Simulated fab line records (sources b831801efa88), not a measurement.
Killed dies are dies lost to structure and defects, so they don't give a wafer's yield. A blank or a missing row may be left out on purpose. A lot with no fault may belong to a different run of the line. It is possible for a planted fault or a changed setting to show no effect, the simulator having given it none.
The same fault as seen by 2 desks ; flow gf180mcu ; numbers are kept per desk, each desk with only its own; the story behind them comes last

THE METROLOGY DESK
What the gauges read for every lot (on any tool): the sampled wafers with a number, averaged. A lot is out of limits, marked OUT, if its mean lies more than 4 standard deviations from the usual mean; the brackets give that distance.
Columns: A = V1_CVD_00_THK at GF_V1_THK_MEAS_01, usual 601 nm; B = V1_CVD_02_THK at GF_V1_THK_MEAS_03, usual 849 nm; C = V1_BOW at GF_V1_BOW_MEAS_05, usual 83 um; D = cd_nm at GF_V1_CD_MEAS_14, usual 260.2 nm
lot;first seen here;A;B;C;D
L446;day 17 10:20;611;853;78;258.6
L449;day 18 15:55;592;851;83;260.8
L460;day 22 22:49;607;833;92;-
L461;day 23 06:19;601;849;83;-
L462;day 23 11:41;591;837;86;-
L464;day 23 23:20;594;857;84;259.3
L466;day 24 16:14;606;861;78;261.1
This desk found nothing out of limits on any of the 7 lots.

DESK OF THE TOOL OWNER: litho_track-04
The tool's own readings at GF_V1_DEVELOP_13 (develop time 60 s): means of the sampled wafers that have a number, for each lot that ran on this tool. A lot is out of limits, marked OUT, if its mean lies more than 4 standard deviations from the usual mean; the brackets give that distance.
Columns: A = chill_plate_temp_C at GF_V1_DEVELOP_13, usual 22.99 C
lot;first seen here;A
L449;day 19 16:42;22.94
L464;day 24 21:39;23.00
This desk found nothing out of limits on any of the 2 lots.

ALL TOGETHER
Nothing out of limits was seen by the metrology desk.
Nothing out of limits was seen by the tool owner's desk.

WHAT THE SIMULATOR HAD PUT IN
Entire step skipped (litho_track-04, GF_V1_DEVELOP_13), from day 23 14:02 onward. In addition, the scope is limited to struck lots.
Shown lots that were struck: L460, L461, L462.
